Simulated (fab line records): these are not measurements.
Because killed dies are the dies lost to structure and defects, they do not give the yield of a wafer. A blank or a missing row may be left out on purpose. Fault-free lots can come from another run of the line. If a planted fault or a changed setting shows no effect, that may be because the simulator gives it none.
Split-lot experiment	flow sky130	23 wafers read from 5 lots, route of 708 steps

== ON THE SPLIT ==
At SKY_RES_XHIGH_STRIP_08 (strips in O2/N2), the setting power-w was moved away from the recipe's 1400 W on 5 of the 23 wafers read, by -9.2% to +4.2%. This setting was run at the recipe's value on the other wafers.

The reading comes from the split's own step.

== THE READING ==
oes-product-au, in a.u., at SKY_RES_XHIGH_STRIP_08 (strips in O2/N2). Typical for fault-free wafers on this fab line: 0.712 a.u., with standard deviation 0.0047 a.u.

wafer	tool, chamber at the split	power-w as run, W	against the recipe	oes-product-au, a.u.	against lot-mates on the recipe
L074.1	plasma-asher-02, 1	1271	-9.2%	0.685	-0.026
L074.2	plasma-asher-02, 0	1271	-9.2%	0.670	-0.041
L074.3	plasma-asher-02, 0	1400	recipe	0.711	-
L074.4	plasma-asher-02, 1	1400	recipe	0.712	-
L074.5	plasma-asher-02, 0	1271	-9.2%	0.674	-0.037
L075.1	plasma-asher-02, 1	1400	recipe	0.716	-
L075.4	plasma-asher-02, 1	1400	recipe	0.714	-
L075.5	plasma-asher-02, 0	1400	recipe	0.716	-
L077.1	plasma-asher-02, 0	1459	+4.2%	0.723	+0.013
L077.2	plasma-asher-02, 1	1459	+4.2%	0.725	+0.015
L077.4	plasma-asher-02, 0	1400	recipe	0.706	-
L077.5	plasma-asher-02, 1	1400	recipe	0.712	-
L077.6	plasma-asher-02, 0	1400	recipe	0.711	-
L080.2	plasma-asher-04, 0	1400	recipe	0.719	-
L080.3	plasma-asher-04, 0	1400	recipe	0.709	-
L080.4	plasma-asher-04, 1	1400	recipe	0.714	-
L080.5	plasma-asher-04, 1	1400	recipe	0.713	-
L080.6	plasma-asher-04, 0	1400	recipe	0.720	-
L084.1	plasma-asher-04, 0	1400	recipe	0.713	-
L084.2	plasma-asher-04, 1	1400	recipe	0.710	-
L084.3	plasma-asher-04, 0	1400	recipe	0.717	-
L084.5	plasma-asher-04, 1	1400	recipe	0.712	-
L084.6	plasma-asher-04, 0	1400	recipe	0.711	-

FIT RESULTS
A straight line over all 23 wafers: oes-product-au changes by +0.00377 a.u. for each +1% of power-w; r = +0.95; the points scatter about the line by 0.0043 a.u.
The same after taking each lot's own level away (the mean of its wafers on the recipe; 23 wafers): +0.00375 a.u. for each +1%; r = +0.97; scatter 0.0035 a.u.
Per that fit: largest power-w move, reading shift of 0.035 a.u.
The span of the lots' own levels, 0.7097 to 0.7153 a.u., comes to 1.2 times the standard deviation stated above.
Consequently the slope shifts little with the lot-to-lot level, the two slopes agreeing.
Check: for one of the wafers moved furthest among these (-9.2%), held out of the fit, the line's prediction against its lot-mates is -0.0383 a.u. Against them it came out at -0.0265 a.u.
Tool readings at the split's step, against how far the setting was moved: oes-product-au r = +0.95; strip-time-to-endpoint-s r = -1.00.

== OTHER SPLITS ON THESE WAFERS ==
These wafers also went through other splits before the reading. Each is held against what the fit with the lots' levels taken away leaves over:
other split on the same wafers	wafers away from the commonest value	r with oes-product-au (lot level and that fit taken away)
SKY_POLY_CUT_COAT_03 resist-thk-nm	8	+0.31
SKY_SD_P_SOFTBAKE_03 temp-c	11	-0.02
SKY_SD_P_EXPOSE_04 dose-mj	11	-0.12
SKY_RES_XHIGH_IMPLANT_07 dose-cm2	7	-0.03

== THE WHOLE CHAIN: every reading that the file lists as answering this split, in the file's order ==
step	what it does	reading	change (the file's fit)	r (the file's)
SKY_RES_XHIGH_STRIP_08	strips in O2/N2	oes-product-au	+0.00375 a.u. for each +1% of the setting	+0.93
SKY_RES_XHIGH_STRIP_08	strips in O2/N2	strip-time-to-endpoint-s	withheld for each +1% of the setting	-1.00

== FILE'S OWN FIT ==
oes-product-au changes by +0.00375 a.u. for each +1% of power-w, r = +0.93.
